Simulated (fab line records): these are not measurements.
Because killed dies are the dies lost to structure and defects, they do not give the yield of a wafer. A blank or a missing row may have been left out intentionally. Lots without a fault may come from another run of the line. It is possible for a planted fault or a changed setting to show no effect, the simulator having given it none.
What tool caused it? + flow sky130 + 14 lots, 42 wafers sampled, at 2 steps of a route of 708

## WHAT EACH GAUGE READ, for each wafer
SKY_PWDE_OVL_MEAS_07.
| lot  | measured    | on         | PWDE_OVL (nm) |
|------|-------------|------------|---------------|
| L730 | day 4 12:14 | overlay-01 | 0.3 0.0 0.2   |
| L731 | day 4 19:29 | overlay-01 | 1.9 2.6 1.6   |
| L732 | day 4 22:35 | overlay-02 | 2.1 2.4 1.1   |
| L733 | day 5 03:37 | overlay-01 | 0.0 0.6 0.5   |
| L734 | day 5 09:01 | overlay-02 | 2.5 2.7 3.8   |
| L737 | day 6 03:16 | overlay-01 | 1.3 2.6 1.3   |
| L741 | day 6 21:19 | overlay-01 | - - -         |
| L742 | day 7 01:49 | overlay-01 | - - -         |
| L745 | day 7 20:59 | overlay-01 | 3.1 1.8 3.0   |
| L746 | day 8 02:08 | overlay-02 | 3.7 4.0 5.6   |
| L747 | day 8 12:26 | overlay-01 | 1.2 2.1 0.1   |
| L749 | day 9 02:13 | overlay-01 | 0.5 -1.5 1.2  |
| L750 | day 9 07:10 | overlay-01 | 3.2 1.4 1.9   |
| L751 | day 9 14:53 | overlay-01 | 2.3 3.7 1.6   |

## EACH LOT AND THE TOOL THAT RAN IT (in order: tool; ch and the chambers of the sampled wafers; start)
| lot  | SKY_PWDE_DEVELOP_06             |
|------|---------------------------------|
| L730 | lithoTrack-03 ch 0, day 4 12:00 |
| L731 | lithoTrack-04 ch 0, day 4 19:00 |
| L732 | lithoTrack-03 ch 0, day 4 22:00 |
| L733 | lithoTrack-01 ch 0, day 5 03:00 |
| L734 | lithoTrack-03 ch 0, day 5 08:00 |
| L737 | lithoTrack-01 ch 0, day 6 03:00 |
| L741 | lithoTrack-01 ch 0, day 6 21:00 |
| L742 | lithoTrack-01 ch 0, day 7 01:00 |
| L745 | lithoTrack-04 ch 0, day 7 20:00 |
| L746 | lithoTrack-03 ch 0, day 8 02:00 |
| L747 | lithoTrack-04 ch 0, day 8 12:00 |
| L749 | lithoTrack-03 ch 0, day 9 02:00 |
| L750 | lithoTrack-03 ch 0, day 9 07:00 |
| L751 | lithoTrack-04 ch 0, day 9 14:00 |
- SKY_PWDE_DEVELOP_06: develop time 60 s.

## WHAT THE TOOLS THEMSELVES READ (means of the sampled wafers that have a number; where no wafer has one, the mark that the record gives instead)
The record holds no such reading with a usual standard deviation.

## THE ANSWER, worked out from the rows above alone
Rule: the lots themselves supply what counts as usual. The widest of any qualifying gaps counts: lots, ordered by their means at a reading, are off when they make up no more than a third of the lots, leave a main group of 4 or more, and stand apart from it by 3 or more times the standard deviation of that group's means. A main group whose means are all the same, to the digits that the tables above print for the reading, isn't used. A lot without any number at a reading at which 4 lots or more have one is off too. Where the step has rows for the other lots, those lots are counted as sound. After the gauges, taken in route order, come the tools' own readings; for these a lot's mean is taken, as printed above. The first step at which some lot is off is used, and at that step the reading that is off furthest; a lot without a number counts as furthest.
Off: L741, L742, seen at SKY_PWDE_OVL_MEAS_07 (PWDE_OVL). Without a number there: L741, L742. For the main group the mean is 1.8 nm and the standard deviation 1.2.
If a tool, at a process step before that reading, ran all the lots that are off and no sound lot after the first of them, it fits. Those tools and the gauges at SKY_PWDE_OVL_MEAS_07 are tried in the same way. One fits: SKY_PWDE_DEVELOP_06 on lithoTrack-01. Its last sound lot is L737 (day 6 03:00), its first lot that is off L741 (day 6 21:00): a fault that began between those two fits.

## WHAT THE SIMULATOR HAD INSERTED
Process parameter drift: lithoTrack-01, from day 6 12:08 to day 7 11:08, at SKY_PWDE_DEVELOP_06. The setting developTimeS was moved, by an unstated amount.
Struck lots among those shown: L741, L742. Same finding as the rule above.
